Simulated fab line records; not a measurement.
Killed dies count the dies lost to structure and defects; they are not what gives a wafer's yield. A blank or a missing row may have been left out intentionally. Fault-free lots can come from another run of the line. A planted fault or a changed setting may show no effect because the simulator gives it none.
8D (eight disciplines) problem report, filled in by code || flow sky130 || the parts of the form that need people (team, actions taken, sign-off) are left out

== 1. THE PROBLEM ==
rotation deg at SKY_LDD_N_IMPLANT_13 reads a mean of 219.893 degrees on 9 wafers of 3 lots; wafers without a fault read 90.002 degrees with a standard deviation of 0.024. So: +99 or more standard deviations from the usual mean.
First seen on wafer L723.1, day 21 17:52, on implanter-01. The record has a number at this step for 39 wafers belonging to 13 lots. Rule for "out" (also "out of limits"): further than 4 standard deviations from the usual mean. The rest of the wafers with a number are treated as sound.

== 2. WHAT IT IS, WHAT IT ISN'T ==
{"question": "which readings at this step", "is": "rotation deg", "is not": "faraday current uA"}
{"question": "which lots", "is": "L723, L724, L726", "is not": "L713, L714, L715, L718, L719, L720, L721, L732, L734, L736"}
{"question": "which wafers of those lots", "is": "all that have a number", "is not": "-"}
{"question": "read on which tools", "is": "implanter-01", "is not": "implanter-02, implanter-03"}
{"question": "when", "is": "from day 21 17:52", "is not": "up to then (21 sound wafers); but 9 sound wafers of L732, L734, L736 came after"}

== 3. SUSPECTS, AND WHAT RULES EACH OUT ==
Counting: a tool stays on the suspect list if, at a process step up to the reading, it processed all lots that are out and no sound lot following the first of them.
- implanter-01 at SKY_LDD_N_IMPLANT_13: ruled out as a lasting fault. After its first lot that is out, L723 (day 21 17:52), sound lots L734 ran on it.
Left after counting: nothing in the record.

== 4. THE CAUSE (what the simulator had put in) ==
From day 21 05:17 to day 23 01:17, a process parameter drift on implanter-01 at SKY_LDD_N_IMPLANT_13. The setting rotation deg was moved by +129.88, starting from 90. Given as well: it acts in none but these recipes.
Counting ruled it out, wrongly.

== 5. SEQUENCE OF EFFECTS, ordered by route ==
Rows list readings where the struck wafers' mean (over those with a number) sits beyond 3 standard deviations from the usual. Only readings whose record carries a usual standard deviation are examined. hours: median over the lots of the time between each lot's start at the first step of this table that gives one and its start at this step. sigmas: the change, counted in usual standard deviations.
{"hours": 0, "step": "SKY_LDD_N_IMPLANT_13", "reading": "rotation deg", "usual": "90.002 degrees", "on struck wafers": 219.893, "change": "+129.891", "sigmas": "+99 or more"}
Here are the process steps it includes:
- SKY_LDD_N_IMPLANT_13
Later measuring or inspecting steps at which every struck wafer that the step has a row for has a number for every such reading, and none has moved that far: SKY_VIA1_BOW_MEAS_03.

== 6. HOW IT WOULD HAVE BEEN CAUGHT EARLIER ==
The fault began at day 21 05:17; the first out-of-limits reading in this record came at day 21 17:52, 13 hours later.
